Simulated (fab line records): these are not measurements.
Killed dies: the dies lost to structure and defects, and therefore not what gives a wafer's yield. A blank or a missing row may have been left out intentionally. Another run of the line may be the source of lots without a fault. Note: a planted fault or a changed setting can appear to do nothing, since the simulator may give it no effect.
A struck lot beside a sound one + flow sky130 + 17 out of 708 route steps
Sound: wafers L203.1, L203.2, L203.4. Struck: wafer L211.5. (L211.2 of the same lot was not struck and is left out.) The cause comes at the end.
Each step with rows lists, per side, the tool, then ch with its chambers, then its first start. Under that, the readings that differ: sound wafers + struck wafers + difference of the means + sigmas: that difference in standard deviations of wafers without a fault.
alike: a reading whose means differ by less than 2 such deviations, as well as words and numbers matching on both sides. not compared: withheld readings; readings where some wafer has no value; bounds like >300 that might hide an equal value; numbers whose values overlap and for which the record gives no deviation.
The two part at a step that has a row with sigmas, a row that says differs or no value, or rows on one side only. Non-overlapping numbers with no deviation appear without sigmas and do not part them. A reading that every wafer of one side lacks parts them only if that side has two wafers or more.

SKY_CONTACT_CMP_04: polishes SiO2.
  sound on cmp-01 ch 0,2,3, day 32 22:02; struck on cmp-02 ch 0, day 35 04:16
  alike: motor current A, slurry flow ml min, time to endpoint s
SKY_CONTACT_BOW_MEAS_05:
  sound: film metro-01 at day 32 22:17; struck: film metro-02 at day 35 04:29
  alike: CONTACT_BOW
then, 8 steps without rows for these wafers: SKY_CONTACT_DEHYDRATE_06 (time 60 s); SKY_CONTACT_HMDS_07 (prime time 60 s); SKY_CONTACT_COAT_08 (resist thk 60 nm); SKY_CONTACT_COAT_09 (resist thk 450 nm); SKY_CONTACT_SOFTBAKE_10 (time 90 s); SKY_CONTACT_EXPOSE_11 (exposes mask CTM1, target cd 170 nm); SKY_CONTACT_PEB_12; SKY_CONTACT_DEVELOP_13 (develop time 60 s).
SKY_CONTACT_CD_MEAS_14: target cd 170 nm.
  sound: cd sem-02 at day 34 00:02; struck: cd sem-02 at day 36 06:13
  alike: cd nm
SKY_CONTACT_OVL_MEAS_15:
  sound: overlay-02 at day 34 00:09; struck: overlay-01 at day 36 06:20
  alike: CONTACT_OVL
SKY_CONTACT_ETCH_16: etches BARC in N2/H2, stops on SiO2, time 45.9 s, target depth 60 nm.
  sound on rie diel-03 ch 0,1,3, day 34 00:11; struck on rie diel-03 ch 2, day 36 06:22
| reading                                        | sound             | struck | difference | sigmas |
|------------------------------------------------|-------------------|--------|------------|--------|
| model.KrF-thick_of_CONTACT_COAT_09.thk nm (nm) | 392.7 392.5 394.2 | 398.6  | +5.5       |        |
  alike: chamber pressure mTorr, drypump motor current A, oes product au, throttle valve pct
  not compared: rf hours counter h
SKY_CONTACT_ETCH_17: etches SiO2 in C4F8/O2/Ar, stops on Si3N4, target depth 340 nm.
  sound on rie diel-03 ch 0,1,3, day 34 00:14; struck on rie diel-03 ch 2, day 36 06:24
  alike: chamber pressure mTorr, oes product au
SKY_CONTACT_ETCH_18: etches Si3N4 in CHF3/O2, stops on TiN, time 39 s, target depth 75 nm.
  sound: rie diel-03 ch 0,1,3; struck: rie diel-03 ch 2
| reading                                        | sound             | struck | difference | sigmas |
|------------------------------------------------|-------------------|--------|------------|--------|
| model.KrF-thick_of_CONTACT_COAT_09.thk nm (nm) | 241.8 241.7 246.3 | 247.4  | +4.1       |        |
  alike: chamber pressure mTorr, drypump motor current A, oes product au, throttle valve pct
  not compared: rf hours counter h
SKY_CONTACT_STRIP_19: strips in O2/N2.
  sound on plasma asher-03 ch 0,1, day 34 00:19; struck on plasma asher-02 ch 1, day 36 06:29
  alike: chamber pressure mTorr, drypump motor current A, oes product au, strip time to endpoint s
  not compared: rf hours counter h
-- the record jumps here: 13 days lie between the struck wafers' starts before and after (it left off in module CONTACT and takes up again in module PAD_OPEN, whose first step shown is number 708 of the route) --
SKY_PAD_OPEN_PROBE_99:
  record: rows for the struck wafers here (prober-02, day 49 09:02), none for the sound ones

## WHERE THEY PART
SKY_PAD_OPEN_PROBE_99 only, going by this record.

WHY: the cause the simulator had injected
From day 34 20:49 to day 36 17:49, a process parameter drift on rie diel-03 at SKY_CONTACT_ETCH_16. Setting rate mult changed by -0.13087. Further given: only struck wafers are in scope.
